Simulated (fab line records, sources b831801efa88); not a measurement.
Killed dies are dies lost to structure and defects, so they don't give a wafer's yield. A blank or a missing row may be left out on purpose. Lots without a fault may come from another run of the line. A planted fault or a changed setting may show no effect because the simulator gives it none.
Which tool did it? | flow sky130 | 13 lots, 39 wafers sampled, at 5 steps of a route of 708

WHAT THE GAUGES READ, wafer by wafer
SKY_NWELL_THK_MEAS_02.
lot  | measured    | on            | NWELL_OXIDATION_THK (nm)
L662 | day 2 10:37 | film_metro-01 | 9.99 9.90 9.86
L663 | day 2 16:37 | film_metro-03 | 15.78 16.20 16.26
L665 | day 3 13:07 | film_metro-01 | 10.28 10.15 10.06
L669 | day 4 14:18 | film_metro-03 | 16.68 16.61 16.67
L670 | day 4 15:28 | film_metro-02 | 16.18 16.13 16.17
L671 | day 4 13:19 | film_metro-01 | 9.71 9.90 9.75
L674 | day 5 08:59 | film_metro-01 | 10.10 10.20 10.02
L675 | day 5 08:59 | film_metro-02 | 10.17 10.12 10.04
L676 | day 5 16:07 | film_metro-01 | 9.86 9.79 10.06
L679 | day 6 07:23 | film_metro-02 | 10.21 10.15 10.06
L682 | day 6 20:08 | film_metro-01 | 9.96 9.94 9.83
L684 | day 7 11:03 | film_metro-02 | 9.70 9.63 9.67
L685 | day 7 13:09 | film_metro-02 | 9.88 9.93 9.93

SKY_SONOS_TUNNEL_CD_MEAS_07: target cd 410 nm.
lot  | measured     | on        | cd_nm (nm)
L662 | day 11 10:16 | cd_sem-02 | 407.2 407.9 409.8
L663 | day 11 17:14 | cd_sem-02 | 406.0 403.9 405.2
L665 | day 13 03:41 | cd_sem-01 | 413.6 413.6 414.7
L669 | day 14 17:40 | cd_sem-02 | 410.3 409.0 410.9
L670 | day 14 18:36 | cd_sem-01 | 408.5 406.3 408.7
L671 | day 14 21:10 | cd_sem-01 | 409.2 409.3 407.4
L674 | day 16 01:05 | cd_sem-01 | 408.3 409.7 407.2
L675 | day 15 22:54 | cd_sem-01 | 410.3 411.6 410.8
L676 | day 16 12:28 | cd_sem-02 | 408.9 408.1 408.2
L679 | day 17 07:56 | cd_sem-02 | 408.8 406.7 407.3
L682 | day 18 03:14 | cd_sem-01 | 407.7 409.4 407.5
L684 | day 19 04:14 | cd_sem-02 | 412.3 413.2 412.9
L685 | day 19 06:41 | cd_sem-01 | 412.7 412.7 412.3

SKY_POLY_GATE_OVL_MEAS_14.
lot  | measured     | on         | POLY_GATE_OVL (nm)
L662 | day 16 15:40 | overlay-02 | 9 5 5
L663 | day 16 20:09 | overlay-01 | -3 1 1
L665 | day 18 07:30 | overlay-02 | 1 -4 -2
L669 | day 20 11:37 | overlay-02 | -8 -13 -9
L670 | day 20 13:55 | overlay-02 | -10 -1 -9
L671 | day 20 13:55 | overlay-01 | 2 -5 0
L674 | day 21 18:03 | overlay-01 | -3 -8 -4
L675 | day 21 09:51 | overlay-01 | -3 4 1
L676 | day 22 14:01 | overlay-01 | 7 2 3
L679 | day 22 23:33 | overlay-02 | 4 7 6
L682 | day 23 17:57 | overlay-02 | -4 7 0
L684 | day 24 17:21 | overlay-01 | 2 -7 -7
L685 | day 24 19:46 | overlay-02 | 0 -1 5

WHICH TOOL RAN EACH LOT (tool, then ch and the chambers of the sampled wafers, then the start)
lot  | SKY_NWELL_OXIDATION_01                                        | SKY_NWELL_RTA_28
L662 | furnace-02 ch 0, day 2 09:12                                  | rtp_anneal-01 ch 0, day 5 04:12
L663 | furnace-01 ch 0, day 2 13:40                                  | rtp_anneal-02 ch 0, day 5 10:04
L665 | furnace-01 ch 0, day 3 11:43                                  | rtp_anneal-01 ch 0, day 6 13:32
L669 | furnace-01 ch 0, day 4 10:08                                  | rtp_anneal-02 ch 0, day 7 18:06
L670 | furnace-02 ch 0, day 4 11:55 and furnace-01 ch 0, day 4 14:04 | rtp_anneal-01 ch 0, day 7 18:42
L671 | furnace-02 ch 0, day 4 11:55                                  | rtp_anneal-02 ch 0, day 7 19:35
L674 | furnace-02 ch 0, day 5 07:35                                  | rtp_anneal-01 ch 0, day 8 16:35
L675 | furnace-02 ch 0, day 5 07:35                                  | rtp_anneal-02 ch 0, day 8 15:39
L676 | furnace-01 ch 0, day 5 14:41                                  | rtp_anneal-01 ch 0, day 9 01:54
L679 | furnace-02 ch 0, day 6 05:59                                  | rtp_anneal-02 ch 0, day 9 17:53
L682 | furnace-02 ch 0, day 6 18:44                                  | rtp_anneal-01 ch 0, day 10 10:17
L684 | furnace-01 ch 0, day 7 09:40                                  | rtp_anneal-01 ch 0, day 11 04:13
L685 | furnace-02 ch 0, day 7 11:44                                  | rtp_anneal-02 ch 0, day 11 05:35
- SKY_NWELL_OXIDATION_01: stabilise 600 s, purge 300 s, target thk 10 nm.
- SKY_NWELL_RTA_28: time 30 s.

WHAT THE TOOLS THEMSELVES READ (means of the sampled wafers that have a number; where no wafer has one, the mark that the record gives instead)
SKY_NWELL_OXIDATION_01.
lot  | tool                  | tube_center_temp_C (C)
L662 | furnace-02            | 900.01
L663 | furnace-01            | 899.99
L665 | furnace-01            | 899.96
L669 | furnace-01            | 900.08
L670 | furnace-02/furnace-01 | 900.06
L671 | furnace-02            | 899.94
L674 | furnace-02            | 900.05
L675 | furnace-02            | 900.02
L676 | furnace-01            | 900.00
L679 | furnace-02            | 900.03
L682 | furnace-02            | 900.08
L684 | furnace-01            | 900.00
L685 | furnace-02            | 900.05

SKY_NWELL_RTA_28.
lot  | tool          | lamp_power_pct (%) | wafer_temp_C_max
L662 | rtp_anneal-01 | 25.34              | 1055.3
L663 | rtp_anneal-02 | 25.32              | 1054.8
L665 | rtp_anneal-01 | 25.34              | 1054.8
L669 | rtp_anneal-02 | 25.32              | 1055.4
L670 | rtp_anneal-01 | 25.26              | 1054.4
L671 | rtp_anneal-02 | 25.28              | 1056.6
L674 | rtp_anneal-01 | 25.29              | 1055.6
L675 | rtp_anneal-02 | 25.33              | 1055.5
L676 | rtp_anneal-01 | 25.30              | 1054.2
L679 | rtp_anneal-02 | 25.32              | 1055.2
L682 | rtp_anneal-01 | 25.33              | 1055.1
L684 | rtp_anneal-01 | 25.30              | 1054.3
L685 | rtp_anneal-02 | 25.29              | 1054.4

THE ANSWER, worked out from the rows above alone
Rule: what is usual is taken from the lots themselves. Put in order of their means at a reading, lots are off if they are a third of the lots or fewer, leave a main group of 4 or more, and stand apart from it by a gap of 3 or more times the standard deviation of the main group's means; of several such gaps the widest counts. A main group whose means are all the same, to the digits that the tables above print for the reading, isn't used. A lot without any number at a reading at which 4 lots or more have one is off too. The other lots that the step has rows for count as sound. The gauges are gone through in route order, then the tools' own readings, and for those a lot's mean is taken as printed above. The first step at which some lot is off is used, and at that step the reading that is off furthest; a lot without a number counts as furthest.
Off: L663, L669, L670, at SKY_NWELL_THK_MEAS_02 (NWELL_OXIDATION_THK). The main group: mean 9.96 nm, standard deviation 0.16.
A tool fits if, at a process step before that reading, it ran every lot that is off, and no sound lot after the first of them. The gauges at SKY_NWELL_THK_MEAS_02 are tried like those tools. None of those tried fits.

WHAT THE SIMULATOR HAD PUT IN
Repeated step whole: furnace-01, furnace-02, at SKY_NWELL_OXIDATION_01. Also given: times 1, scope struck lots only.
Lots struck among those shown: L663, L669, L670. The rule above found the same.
